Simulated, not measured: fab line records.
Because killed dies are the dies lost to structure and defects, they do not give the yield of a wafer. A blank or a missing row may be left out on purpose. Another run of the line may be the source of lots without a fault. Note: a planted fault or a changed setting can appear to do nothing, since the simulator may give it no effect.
Code-filled problem report in 8D (eight disciplines) form || flow sky130 || the parts of the form that need people (team, actions taken, sign-off) are left out

1. THE ISSUE
killed_at_M4_up at SKY_PAD_OPEN_PROBE_99 reads a mean of 54.0 on 1 wafer of 1 lot; wafers without a fault read 3.2 with a standard deviation of 1.9. Relative to the usual mean, that is a shift of +27 standard deviations.
Earliest sighting: wafer L264.2 on prober-01 at day 50 09:32. The record holds 27 wafers of 9 lots with a number at this step. Rule for "out", or "out of limits": more than 4 standard deviations from the usual mean. All remaining wafers that have a number are taken as sound.

2. WHAT THIS IS AND IS NOT
{"question": "which readings at this step", "is": "killed_at_M4_up, sort_bin_3_pad_short", "is not": "killed_at_M0_to_M3, killed_at_contacts, killed_at_front_end, killed_at_other, killed_open, killed_short, sort_bin_6_memory"}
{"question": "which lots", "is": "L264", "is not": "L250, L252, L254, L255, L256, L257, L259, L266"}
{"question": "which wafers of those lots", "is": "L264.2", "is not": "L264.3, L264.4"}
{"question": "read on which tools", "is": "prober-01", "is not": "prober-02"}
{"question": "when", "is": "from day 50 09:32", "is not": "up to then (21 sound wafers); but 5 sound wafers of L264, L266 came after"}

3. SUSPECTS, AND WHAT RULES EACH OUT
Counting: if a tool at a process step up to the reading ran every lot that is out, it stays a suspect. Sound lots after the first of them don't rule it out here, since some wafers of a struck lot are sound.
- rie_metal-01 at SKY_METAL3_ETCH_16 (etches BARC in N2/H2, stops on SiO2, time 88.2 s, target depth 60 nm): kept. L264, the lot that is out, went through it at day 44 01:28; up to then, the latest sound lot through it was L254 at day 41 15:56.
- pvd_sputter-01 at SKY_METAL4_SPUTTER_00 (material Ti, target thk 15 nm, time 10 s): kept. L264, the lot that is out, went through it at day 45 02:59; up to then, the latest sound lot through it was L256 at day 43 14:43.
- pvd_sputter-03 at SKY_METAL5_SPUTTER_03 (material Ti, target thk 5 nm, time 3.3 s): kept. L264, the lot that is out, went through it at day 47 22:15; up to then, the latest sound lot through it was L255 at day 46 12:04.
- prober-01 at SKY_PAD_OPEN_PROBE_99: kept. L264, the lot that is out, went through it at day 50 09:32; up to then, the latest sound lot through it was L256 at day 49 04:13. Out on those wafers are its own readings of killed_at_M4_up, sort_bin_3_pad_short.
Left after counting: rie_metal-01 at SKY_METAL3_ETCH_16, pvd_sputter-01 at SKY_METAL4_SPUTTER_00, pvd_sputter-03 at SKY_METAL5_SPUTTER_03, prober-01 at SKY_PAD_OPEN_PROBE_99.

4. THE CAUSE (what the simulator had put in)
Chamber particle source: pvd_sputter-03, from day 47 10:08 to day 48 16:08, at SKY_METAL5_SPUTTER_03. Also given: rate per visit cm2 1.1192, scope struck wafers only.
This tool is one of the 4 suspects left after counting.

5. THE CHAIN OF EFFECTS, in route order
Each row: a reading whose mean over the struck wafers that have a number lies more than 3 standard deviations from the usual. Only readings for which the record gives a usual standard deviation are gone through. hours: the time from each lot's start at the first step in this table that gives one to its start at this step, as a median over the lots. sigmas: the change in usual standard deviations.
{"hours": 0, "step": "SKY_PAD_OPEN_PROBE_99", "reading": "defect_limited_yield", "usual": "82.3 %", "on struck wafers": 75.0, "change": -7.3, "sigmas": -3.3}
{"hours": 0, "step": "SKY_PAD_OPEN_PROBE_99", "reading": "killed_at_M4_up", "usual": 3.2, "on struck wafers": 54.0, "change": "+50.8", "sigmas": "+27"}
{"hours": 0, "step": "SKY_PAD_OPEN_PROBE_99", "reading": "killed_dies", "usual": 87, "on struck wafers": 123, "change": "+36", "sigmas": "+3.3"}
{"hours": 0, "step": "SKY_PAD_OPEN_PROBE_99", "reading": "sort_bin_3_pad_short", "usual": "0.8 %", "on struck wafers": 3.7, "change": "+2.9", "sigmas": "+6.7"}
{"hours": 0, "step": "SKY_PAD_OPEN_PROBE_99", "reading": "sort_n_pass", "usual": 405, "on struck wafers": 369, "change": -36, "sigmas": -3.3}
{"hours": 0, "step": "SKY_PAD_OPEN_PROBE_99", "reading": "sort_yield_pct", "usual": "82.3 %", "on struck wafers": 75.0, "change": -7.3, "sigmas": -3.3}
Here are the process steps it includes:
- SKY_PAD_OPEN_PROBE_99

6. HOW IT WOULD HAVE BEEN CAUGHT EARLIER
In this record the first reading out of limits was taken at day 50 09:32, 71 hours after the fault began at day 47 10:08.
Tool readings at SKY_METAL5_SPUTTER_03 with a usual standard deviation given in the record: none out on any struck wafer, hence no alarm at a limit of 4 standard deviations on them.
By day 50 09:32, every lot that is out (1) had started SKY_METAL5_SPUTTER_03 on pvd_sputter-03. Holding the tool at that point would not have protected any of them.
